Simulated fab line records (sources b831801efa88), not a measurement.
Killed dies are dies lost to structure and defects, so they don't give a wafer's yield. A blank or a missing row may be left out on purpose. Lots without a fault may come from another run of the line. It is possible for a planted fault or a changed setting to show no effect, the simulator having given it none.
fab line records ; flow sky130
record lots=12; wafers=36; last_day=50
route steps=708 shown VIA2@519 CAPM@537 PAD_OPEN@708
lots that met no fault: from a run of the same line without faults
start_h: start of the lot's first displayed wafer, in hours after the record's first day ; wait_h: time in hours since the lot's previous step ; " repeats the value in the row above ; L1.1+2: one row covering several wafers at once ; - no value, or no start given ; * or withheld: withheld ; < > ~ a bound
route shown NAME@n: a module of which the file shows steps, and the number in the route of the first ; usual: mean/standard deviation taken from wafers without a fault ; same: alike in all rows ; chamber/n: place in a boat ; sites: per-site readings ; _std_site: the standard deviation of these ; _edge_site: inner sites' mean taken away from outer sites' mean ; radius_mm: for every site, how far away it sits from the centre of the wafer ; mask NAME#n: copy n ; behind: the tool/chamber that last shaped the wafer ; hold: what put the lot on hold/how long, in hours/how the hold closed ; device: whichever transistor did not switch (one of n, p or np) ; end of line: the same wafers' tests at the end of the route ; where a step has no rows: the recipe by itself ; killed: count of dies lost to structure and defects at first sort (not the wafer's yield) ; map: dies across one wafer; x = killed, . = not, _ = none there
set.NAME: the setting the step ran with; set.NAME@STEP: the setting that earlier step ran with ; model.NAME: the simulator's own value behind a step, which no gauge read
a sample of lots followed through the steps of the route, with each step as a table and each wafer as a row
services: from which hour (start_h, from the record's first day; less than 0 if before it) a tool's chamber was out of use, for how many hours, and why
## steps
# step SKY_VIA2_CD_MEAS_12
# recipe target_cd_nm=200
# usual cd_nm=199.6/1.4
lot.wafer;tool;chamber;start_h;wait_h;cd_nm
L239.1;cd_sem-01;-;855.90;-;199.2
L239.2;cd_sem-01;-;855.90;-;198.2
L239.5;cd_sem-01;-;855.90;-;198.6
L241.1;cd_sem-02;-;874.53;-;200.4
L241.3;cd_sem-02;-;874.53;-;198.1
L241.5;cd_sem-02;-;874.53;-;199.2
L242.4;cd_sem-02;-;880.84;-;198.0
L242.5;cd_sem-02;-;880.84;-;198.0
L242.6;cd_sem-02;-;880.84;-;199.4
L245.1;cd_sem-01;-;897.92;-;201.8
L245.2;cd_sem-01;-;897.92;-;202.6
L245.5;cd_sem-01;-;897.92;-;201.4
L246.1;cd_sem-02;-;907.92;-;199.3
L246.2;cd_sem-02;-;907.92;-;198.5
L246.6;cd_sem-02;-;907.92;-;200.1
L247.3;cd_sem-02;-;913.96;-;200.9
L247.5;cd_sem-02;-;913.96;-;200.6
L247.6;cd_sem-02;-;913.96;-;201.4
L249.1;cd_sem-01;-;921.58;-;198.6
L249.4;cd_sem-01;-;921.58;-;198.0
L249.5;cd_sem-01;-;921.58;-;196.6
L248.1;cd_sem-01;-;923.52;-;200.0
L248.2;cd_sem-01;-;923.52;-;200.4
L248.6;cd_sem-01;-;923.52;-;200.8
L250.3;cd_sem-02;-;930.66;-;197.6
L250.4;cd_sem-02;-;930.66;-;197.5
L250.5;cd_sem-02;-;930.66;-;198.7
L254.1;cd_sem-02;-;967.22;-;199.7
L254.3;cd_sem-02;-;967.22;-;198.0
L254.6;cd_sem-02;-;967.22;-;198.0
L260.1;cd_sem-01;-;1003.40;-;197.8
L260.2;cd_sem-01;-;1003.40;-;198.5
L260.4;cd_sem-01;-;1003.40;-;197.4
L261.3;cd_sem-01;-;1008.46;-;200.3
L261.4;cd_sem-01;-;1008.46;-;201.4
L261.5;cd_sem-01;-;1008.46;-;200.0
# step SKY_VIA2_CVD_21
# recipe material=W; target_thk_nm=420; time_s=126.4; temp_c=400; pressure_torr=40
# usual heater_power_w=886/140
# same time_s=126.4
lot.wafer;tool;chamber;start_h;wait_h;heater_power_w
L239.1;cvd_w-02;0;856.83;0.0;807
L239.2;cvd_w-02;1;856.83;0.0;737
L239.5;cvd_w-02;1;856.83;0.0;732
L241.1;cvd_w-02;1;876.09;0.4;731
L241.3;cvd_w-02;0;876.09;0.4;823
L241.5;cvd_w-02;1;876.09;0.4;717
L242.4;cvd_w-01;1;881.78;0.1;1033
L242.5;cvd_w-01;1;881.78;0.1;1011
L242.6;cvd_w-01;0;881.78;0.1;1004
L245.1;cvd_w-01;1;898.84;0.0;1018
L245.2;cvd_w-01;0;898.84;0.0;1010
L245.5;cvd_w-01;1;898.84;0.0;999
L246.1;cvd_w-01;1;908.84;0.0;1046
L246.2;cvd_w-01;0;908.84;0.0;1010
L246.6;cvd_w-01;0;908.84;0.0;1019
L247.3;cvd_w-01;1;914.92;0.1;994
L247.5;cvd_w-01;1;914.92;0.1;1033
L247.6;cvd_w-01;0;914.92;0.1;1030
L249.1;cvd_w-01;1;922.50;0.0;1015
L249.4;cvd_w-01;1;922.50;0.0;1040
L249.5;cvd_w-01;0;922.50;0.0;1014
L248.1;cvd_w-01;0;924.51;0.0;1028
L248.2;cvd_w-01;1;924.51;0.0;1026
L248.6;cvd_w-01;0;924.51;0.0;992
L250.3;cvd_w-02;0;931.62;0.1;757
L250.4;cvd_w-02;1;931.62;0.1;709
L250.5;cvd_w-02;0;931.62;0.1;762
L254.1;cvd_w-02;1;968.14;0.0;708
L254.3;cvd_w-02;0;968.14;0.0;769
L254.6;cvd_w-02;0;968.14;0.0;762
L260.1;cvd_w-01;1;1004.34;0.0;1047
L260.2;cvd_w-01;0;1004.34;0.0;1008
L260.4;cvd_w-01;1;1004.34;0.0;1040
L261.3;cvd_w-01;0;1009.38;0.1;1007
L261.4;cvd_w-01;1;1009.38;0.1;994
L261.5;cvd_w-01;0;1009.38;0.1;1015
# step SKY_CAPM_CVD_00
# recipe material=SiO2; target_thk_nm=15.5; temp_c=400; time_s=withheld; rf_w=450
# usual heater_power_w=679/80
lot.wafer;tool;chamber;start_h;wait_h;heater_power_w
L239.1;pecvd-04;1;857.85;0.0;795
L239.2;pecvd-04;2;857.85;0.0;688
L239.5;pecvd-04;0;857.85;0.0;772
L241.1;pecvd-04;2;877.06;0.0;791
L241.3;pecvd-04;0;877.06;0.0;693
L241.5;pecvd-04;2;877.06;0.0;768
L242.4;pecvd-01;2;882.51;0.0;700
L242.5;pecvd-01;1;882.51;0.0;585
L242.6;pecvd-01;0;882.51;0.0;539
L245.1;pecvd-01;2;899.60;0.0;637
L245.2;pecvd-01;0;899.60;0.0;577
L245.5;pecvd-01;2;899.60;0.0;680
L246.1;pecvd-02;1;909.63;0.0;645
L246.2;pecvd-02;0;909.63;0.0;669
L246.6;pecvd-02;2;909.63;0.0;731
L247.3;pecvd-01;0;917.53;0.0;498
L247.5;pecvd-01;2;917.53;0.0;660
L247.6;pecvd-01;0;917.53;0.0;502
L249.1;pecvd-04;0;923.27;0.0;749
L249.4;pecvd-04;2;923.27;0.0;833
L249.5;pecvd-04;1;923.27;0.0;871
L248.1;pecvd-02;2;925.27;0.0;722
L248.2;pecvd-02;0;925.27;0.0;676
L248.6;pecvd-02;1;925.27;0.0;681
L250.3;pecvd-01;2;932.34;0.0;581
L250.4;pecvd-01;2;932.34;0.0;585
L250.5;pecvd-01;0;932.34;0.0;574
L254.1;pecvd-04;1;968.92;0.0;730
L254.3;pecvd-04;2;968.92;0.0;819
L254.6;pecvd-04;1;968.92;0.0;731
L260.1;pecvd-04;2;1005.11;0.0;755
L260.2;pecvd-04;0;1005.11;0.0;729
L260.4;pecvd-04;0;1005.11;0.0;746
L261.3;pecvd-02;0;1010.10;0.0;611
L261.4;pecvd-02;1;1010.10;0.0;651
L261.5;pecvd-02;0;1010.10;0.0;591
# step SKY_CAPM_SPUTTER_02
# recipe material=TiN; target_thk_nm=200; temp_c=300; power_w=6500; time_s=166.7; chamber_pressure_pa=0.4
# usual cathode_dc_power_W=6500.0/1.2; substrate_temp_c=300.00/0.21; throttle_valve_pct=30.3/0.94
# same time_s=166.7
lot.wafer;tool;chamber;start_h;wait_h;cathode_dc_power_W;substrate_temp_c;throttle_valve_pct
L239.1;pvd_sputter-03;-;857.93;0.1;6499.5;300.09;31.2
L239.2;pvd_sputter-03;-;857.93;0.1;6500.2;300.21;31.0
L239.5;pvd_sputter-03;-;857.93;0.1;6501.9;300.08;29.2
L241.1;pvd_sputter-03;-;877.15;0.1;6499.1;300.00;31.1
L241.3;pvd_sputter-03;-;877.15;0.1;6499.8;300.16;31.6
L241.5;pvd_sputter-03;-;877.15;0.1;6500.4;300.02;31.1
L242.4;pvd_sputter-04;-;882.58;0.0;6498.3;300.05;31.2
L242.5;pvd_sputter-04;-;882.58;0.0;6501.4;300.11;31.1
L242.6;pvd_sputter-04;-;882.58;0.0;6499.9;300.12;29.7
L245.1;pvd_sputter-03;-;899.69;0.1;6499.7;300.23;31.4
L245.2;pvd_sputter-03;-;899.69;0.1;6498.4;300.00;31.1
L245.5;pvd_sputter-03;-;899.69;0.1;6499.9;299.90;29.3
L246.1;pvd_sputter-03;-;909.71;0.1;6499.7;300.12;31.0
L246.2;pvd_sputter-03;-;909.71;0.1;6500.7;299.71;29.2
L246.6;pvd_sputter-03;-;909.71;0.1;6500.7;299.67;29.3
L247.3;pvd_sputter-03;-;917.61;0.0;6500.5;300.01;31.0
L247.5;pvd_sputter-03;-;917.61;0.0;6500.6;300.17;31.0
L247.6;pvd_sputter-03;-;917.61;0.0;6499.9;300.03;31.7
L249.1;pvd_sputter-03;-;923.35;0.1;6497.1;299.87;31.3
L249.4;pvd_sputter-03;-;923.35;0.1;6499.5;300.06;31.4
L249.5;pvd_sputter-03;-;923.35;0.1;6500.1;300.36;31.5
L248.1;pvd_sputter-04;-;925.36;0.1;6498.7;299.68;29.6
L248.2;pvd_sputter-04;-;925.36;0.1;6498.1;300.05;29.7
L248.6;pvd_sputter-04;-;925.36;0.1;6499.2;300.36;31.2
L250.3;pvd_sputter-04;-;932.42;0.0;6500.2;300.00;30.9
L250.4;pvd_sputter-04;-;932.42;0.0;6499.7;299.94;31.1
L250.5;pvd_sputter-04;-;932.42;0.0;6500.1;300.14;31.3
L254.1;pvd_sputter-01;-;969.01;0.1;6500.4;299.89;30.3
L254.3;pvd_sputter-01;-;969.01;0.1;6499.4;299.90;30.1
L254.6;pvd_sputter-01;-;969.01;0.1;6501.4;299.64;30.0
L260.1;pvd_sputter-03;-;1005.20;0.1;6289.0;299.93;29.4
L260.2;pvd_sputter-03;-;1005.20;0.1;6498.5;300.04;30.6
L260.4;pvd_sputter-03;-;1005.20;0.1;6499.9;300.11;31.1
L261.3;pvd_sputter-04;-;1010.18;0.0;6499.8;300.42;29.7
L261.4;pvd_sputter-04;-;1010.18;0.0;6500.5;299.89;29.4
L261.5;pvd_sputter-04;-;1010.18;0.0;6501.7;300.16;31.3
# step SKY_CAPM_RS_MEAS_03
# recipe thk_meas_gauge=four-point-probe; reads=TiN_of_CAPM_SPUTTER_02
# usual CAPM_TIN_RS=6.92/0.067
lot.wafer;tool;chamber;start_h;wait_h;CAPM_TIN_RS[ohm/sq]
L239.1;film_metro-01;-;858.04;0.1;6.97
L239.2;film_metro-01;-;858.04;0.1;6.96
L239.5;film_metro-01;-;858.04;0.1;6.87
L241.1;film_metro-01;-;877.25;0.1;6.91
L241.3;film_metro-01;-;877.25;0.1;6.95
L241.5;film_metro-01;-;877.25;0.1;6.87
L242.4;film_metro-02;-;882.75;0.1;6.91
L242.5;film_metro-02;-;882.75;0.1;6.93
L242.6;film_metro-02;-;882.75;0.1;6.94
L245.1;film_metro-01;-;899.80;0.1;6.97
L245.2;film_metro-01;-;899.80;0.1;6.86
L245.5;film_metro-01;-;899.80;0.1;6.84
L246.1;film_metro-02;-;909.82;0.1;6.88
L246.2;film_metro-02;-;909.82;0.1;6.85
L246.6;film_metro-02;-;909.82;0.1;6.86
L247.3;film_metro-04;-;917.76;0.1;6.97
L247.5;film_metro-04;-;917.76;0.1;6.97
L247.6;film_metro-04;-;917.76;0.1;6.99
L249.1;film_metro-01;-;923.47;0.1;6.95
L249.4;film_metro-01;-;923.47;0.1;6.94
L249.5;film_metro-01;-;923.47;0.1;6.90
L248.1;film_metro-01;-;925.46;0.1;6.81
L248.2;film_metro-01;-;925.46;0.1;6.75
L248.6;film_metro-01;-;925.46;0.1;6.82
L250.3;film_metro-02;-;932.57;0.1;6.80
L250.4;film_metro-02;-;932.57;0.1;6.89
L250.5;film_metro-02;-;932.57;0.1;6.91
L254.1;film_metro-01;-;969.12;0.1;6.89
L254.3;film_metro-01;-;969.12;0.1;6.93
L254.6;film_metro-01;-;969.12;0.1;6.92
L260.1;film_metro-04;-;1005.31;0.1;7.13
L260.2;film_metro-04;-;1005.31;0.1;6.94
L260.4;film_metro-04;-;1005.31;0.1;6.90
L261.3;film_metro-04;-;1010.33;0.1;6.87
L261.4;film_metro-04;-;1010.33;0.1;6.90
L261.5;film_metro-04;-;1010.33;0.1;6.96
# step SKY_PAD_OPEN_PROBE_99
# usual defect_limited_yield=82.0/2.1; killed_at_M0_to_M3=45/7; killed_at_M4_up=3.4/1.8; killed_at_contacts=24/5.4; killed_at_front_end=16/4.8; killed_at_other=0.4/0.62; killed_dies=89/10; killed_open=48/7.2; killed_short=40/6.3; sort_bin_3_pad_short=0.9/0.39; sort_bin_5_function=10.7/1.5; sort_bin_6_memory=6.4/1.1; sort_n_pass=403/10; sort_yield_pct=82.0/2.1
# same gross_dies=492; killed_at_back_side=0; sort_bin_4_leakage[%]=0; sort_bin_8_speed[%]=0
lot.wafer;tool;chamber;start_h;wait_h;defect_limited_yield[%];killed_at_M0_to_M3;killed_at_M4_up;killed_at_contacts;killed_at_front_end;killed_at_other;killed_dies;killed_open;killed_short;sort_bin_3_pad_short[%];sort_bin_5_function[%];sort_bin_6_memory[%];sort_n_pass;sort_yield_pct[%]
L239.1;prober-01;-;1081.42;0.1;83.1;47;1;27;8;0;83;48;35;0.2;9.1;7.5;409;83.1
L239.2;prober-01;-;1081.47;0.1;86.2;35;3;15;15;0;68;37;30;0.8;6.9;6.1;424;86.2
L239.5;prober-01;-;1081.62;0.2;80.9;40;4;26;23;1;94;35;59;1.6;9.3;8.1;398;80.9
L241.1;prober-01;-;1094.61;0.1;81.7;39;2;34;14;1;90;46;43;0.8;10.4;7.1;402;81.7
L241.3;prober-01;-;1094.71;0.2;83.5;39;6;22;13;1;81;45;35;0.8;9.3;6.3;411;83.5
L241.5;prober-01;-;1094.81;0.2;83.3;35;1;26;20;0;82;48;33;0.8;8.7;7.1;410;83.3
L249.1;prober-02;-;1133.35;0.1;81.9;43;6;26;14;0;89;54;35;1.2;10.4;6.5;403;81.9
L249.4;prober-02;-;1133.50;0.2;81.3;50;6;23;13;0;92;50;42;0.6;12.6;5.5;400;81.3
L249.5;prober-02;-;1133.55;0.2;81.5;39;2;28;22;0;91;44;47;0.8;10.4;7.3;401;81.5
L248.1;prober-01;-;1137.13;0.1;81.3;50;3;23;16;0;92;57;35;0.6;11.4;6.7;400;81.3
L248.2;prober-01;-;1137.18;0.1;79.7;45;1;32;22;0;100;52;48;1.0;11.2;8.1;392;79.7
L248.6;prober-01;-;1137.38;0.2;83.5;38;4;20;19;0;81;42;39;0.6;10.2;5.7;411;83.5
L250.3;prober-02;-;1141.59;0.2;81.5;44;3;22;22;0;91;49;42;1.0;10.2;7.3;401;81.5
L250.4;prober-02;-;1141.64;0.2;82.5;41;3;23;18;1;86;49;37;0.8;10.0;6.7;406;82.5
L250.5;prober-02;-;1141.69;0.2;80.9;56;3;22;13;0;94;54;40;1.4;11.0;6.7;398;80.9
L254.1;prober-02;-;1167.37;0.1;81.1;52;3;16;22;0;93;46;47;0.6;11.2;7.1;399;81.1
L254.3;prober-02;-;1167.47;0.2;82.5;37;4;28;17;0;86;48;38;1.2;11.0;5.3;406;82.5
L254.6;prober-02;-;1167.62;0.2;82.7;40;3;23;18;1;85;47;38;0.4;10.2;6.7;407;82.7
# killed by level:class
L239.1 CONTACT:geometric_particle:open=11 VIA1:geometric_particle:open=10 VIA2:geometric_particle:open=9 VIA1:geometric_particle:short=8 LOCAL_INTERCONNECT:geometric_particle:short=6 LI_CONTACT:geometric_particle:open=5 VIA3:geometric_particle:open=5 FIELD_ISO:geometric_particle:open=3
L239.2 VIA1:geometric_particle:open=9 CONTACT:geometric_particle:open=7 VIA2:geometric_particle:open=6 METAL1:geometric_particle:short=5 POLY_GATE:geometric_particle:short=4 METAL2:geometric_particle:short=4 VIA2:geometric_particle:short=4 FIELD_ISO:geometric_particle:open=3
L239.5 FIELD_ISO:geometric_particle:short=11 CONTACT:geometric_particle:open=8 METAL1:geometric_particle:short=7 VIA3:geometric_particle:open=7 POLY_GATE:geometric_particle:short=5 LOCAL_INTERCONNECT:geometric_particle:short=5 LI_CONTACT:geometric_particle:open=5 VIA1:geometric_particle:open=5
L241.1 LI_CONTACT:geometric_particle:open=16 VIA1:geometric_particle:open=8 VIA1:geometric_particle:short=8 CONTACT:geometric_particle:open=7 VIA3:geometric_particle:open=7 FIELD_ISO:geometric_particle:short=5 FIELD_ISO:geometric_particle:open=5 LOCAL_INTERCONNECT:geometric_particle:short=5
L241.3 VIA1:geometric_particle:open=10 CONTACT:geometric_particle:open=9 VIA3:geometric_particle:open=8 METAL1:geometric_particle:short=7 METAL4:geometric_particle:short=5 FIELD_ISO:geometric_particle:short=4 CONTACT:geometric_particle:short=4 VIA2:geometric_particle:open=4
L241.5 CONTACT:geometric_particle:open=9 LI_CONTACT:geometric_particle:open=8 VIA3:geometric_particle:open=8 VIA1:geometric_particle:open=7 FIELD_ISO:geometric_particle:open=6 POLY_GATE:geometric_particle:open=4 CONTACT:geometric_particle:short=4 METAL2:geometric_particle:short=4
L249.1 VIA1:geometric_particle:open=10 VIA2:geometric_particle:open=9 CONTACT:geometric_particle:open=8 LI_CONTACT:geometric_particle:open=6 VIA3:geometric_particle:open=6 CONTACT:geometric_particle:short=5 FIELD_ISO:geometric_particle:short=4 VIA1:geometric_particle:short=4
L249.4 VIA2:geometric_particle:open=10 CONTACT:geometric_particle:open=7 VIA1:geometric_particle:open=7 LI_CONTACT:geometric_particle:open=6 VIA3:geometric_particle:open=6 METAL1:geometric_particle:short=6 FIELD_ISO:geometric_particle:open=5 LOCAL_INTERCONNECT:geometric_particle:short=5
L249.5 LOCAL_INTERCONNECT:geometric_particle:short=9 CONTACT:geometric_particle:open=9 VIA1:geometric_particle:open=8 POLY_GATE:geometric_particle:open=7 POLY_GATE:geometric_particle:short=7 METAL1:geometric_particle:short=6 METAL2:geometric_particle:short=5 CONTACT:geometric_particle:short=5
L248.1 VIA3:geometric_particle:open=15 VIA1:geometric_particle:open=10 VIA2:geometric_particle:open=9 LI_CONTACT:geometric_particle:open=7 CONTACT:geometric_particle:open=7 POLY_GATE:geometric_particle:short=5 CONTACT:geometric_particle:short=5 VIA1:geometric_particle:short=4
L248.2 CONTACT:geometric_particle:open=15 METAL1:geometric_particle:short=8 VIA2:geometric_particle:open=7 VIA1:geometric_particle:open=7 LOCAL_INTERCONNECT:geometric_particle:short=6 METAL2:geometric_particle:short=6 FIELD_ISO:geometric_particle:open=5 VIA3:geometric_particle:short=5
L248.6 VIA3:geometric_particle:open=10 VIA1:geometric_particle:open=8 CONTACT:geometric_particle:open=7 VIA3:geometric_particle:short=6 FIELD_ISO:geometric_particle:short=4 POLY_GATE:geometric_particle:open=4 POLY_CUT:geometric_particle:short=4 LI_CONTACT:geometric_particle:open=4
L250.3 VIA2:geometric_particle:open=10 VIA1:geometric_particle:short=9 POLY_GATE:geometric_particle:open=7 VIA1:geometric_particle:open=7 CONTACT:geometric_particle:open=6 POLY_GATE:geometric_particle:short=6 LI_CONTACT:geometric_particle:open=6 FIELD_ISO:geometric_particle:open=5
L250.4 VIA2:geometric_particle:open=11 CONTACT:geometric_particle:open=7 VIA1:geometric_particle:open=7 FIELD_ISO:geometric_particle:short=6 POLY_GATE:geometric_particle:open=5 LI_CONTACT:geometric_particle:open=5 LOCAL_INTERCONNECT:geometric_particle:short=5 CONTACT:geometric_particle:short=5
L250.5 VIA1:geometric_particle:open=16 VIA1:geometric_particle:short=8 METAL2:geometric_particle:short=8 VIA3:geometric_particle:open=7 FIELD_ISO:geometric_particle:open=6 LI_CONTACT:geometric_particle:open=6 METAL1:geometric_particle:short=6 VIA2:geometric_particle:open=5
L254.1 VIA3:geometric_particle:open=12 POLY_GATE:geometric_particle:short=10 VIA2:geometric_particle:open=9 METAL2:geometric_particle:short=8 LI_CONTACT:geometric_particle:open=6 METAL1:geometric_particle:short=6 VIA3:geometric_particle:short=5 FIELD_ISO:geometric_particle:open=4
L254.3 CONTACT:geometric_particle:open=11 VIA1:geometric_particle:open=10 LI_CONTACT:geometric_particle:open=8 METAL3:geometric_particle:short=6 LI_CONTACT:geometric_particle:short=5 VIA3:geometric_particle:open=5 FIELD_ISO:geometric_particle:short=4 FIELD_ISO:geometric_particle:open=4
L254.6 LI_CONTACT:geometric_particle:open=10 VIA2:geometric_particle:open=8 POLY_GATE:geometric_particle:open=7 CONTACT:geometric_particle:open=7 VIA1:geometric_particle:open=6 METAL1:geometric_particle:short=6 METAL2:geometric_particle:short=6 VIA2:geometric_particle:short=5
## services
tool;chamber;start_h;hours;kind
pecvd-02;1;834.27;5.5;scheduled_down
pecvd-02;1;839.73;-;clean
cvd_w-01;-;872.66;3.8;pm
pecvd-02;-;879.25;9.9;repair
cvd_w-01;-;891.72;0.8;repair
pecvd-01;1;891.90;27.5;repair
cvd_w-02;-;904.00;14.0;pm
cvd_w-02;0;904.00;14.0;vent_cycle
cvd_w-02;1;904.00;14.0;vent_cycle
cvd_w-02;0;918.00;-;clean
cvd_w-02;1;918.00;-;clean
pecvd-02;2;942.55;4.1;repair
pecvd-02;2;951.45;18.5;repair
pvd_sputter-04;0;960.80;-;consumable_replace:kit
pvd_sputter-04;0;960.80;18.0;scheduled_down
pvd_sputter-04;0;960.80;18.0;vent_cycle
cvd_w-02;1;978.42;-;calibration
pvd_sputter-04;-;993.37;5.6;repair
pecvd-04;1;999.38;-;clean
pecvd-04;1;999.38;-;consumable_replace:showerhead
pecvd-04;1;999.38;29.0;scheduled_down
pecvd-04;1;999.38;29.0;vent_cycle
pvd_sputter-01;-;1001.97;5.4;repair
cvd_w-02;-;1004.15;6.0;pm
## key
first_sign step=SKY_CAPM_SPUTTER_02; reading=cathode_dc_power_W; direction=down; sigmas=99+; usual=6500.0; struck=6289.0
effect step=SKY_CAPM_RS_MEAS_03; reading=CAPM_TIN_RS; direction=up; sigmas=3.1; usual=6.92; struck=7.13
met_at SKY_CAPM_SPUTTER_02
struck_lots L260
struck_wafers L260.1
not_acting_at SKY_VIA2_CD_MEAS_12,SKY_VIA2_CVD_21,SKY_CAPM_CVD_00
onset_between 909.71 1005.20
fault kind=process_parameter_drift; tool=pvd_sputter-03; chamber=-; onset_h=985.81; steps=SKY_CAPM_SPUTTER_02; channel=power_w; offset=*; shape=step; end_h=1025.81; acts_in=*; stated=*; scope=struck_wafers_only
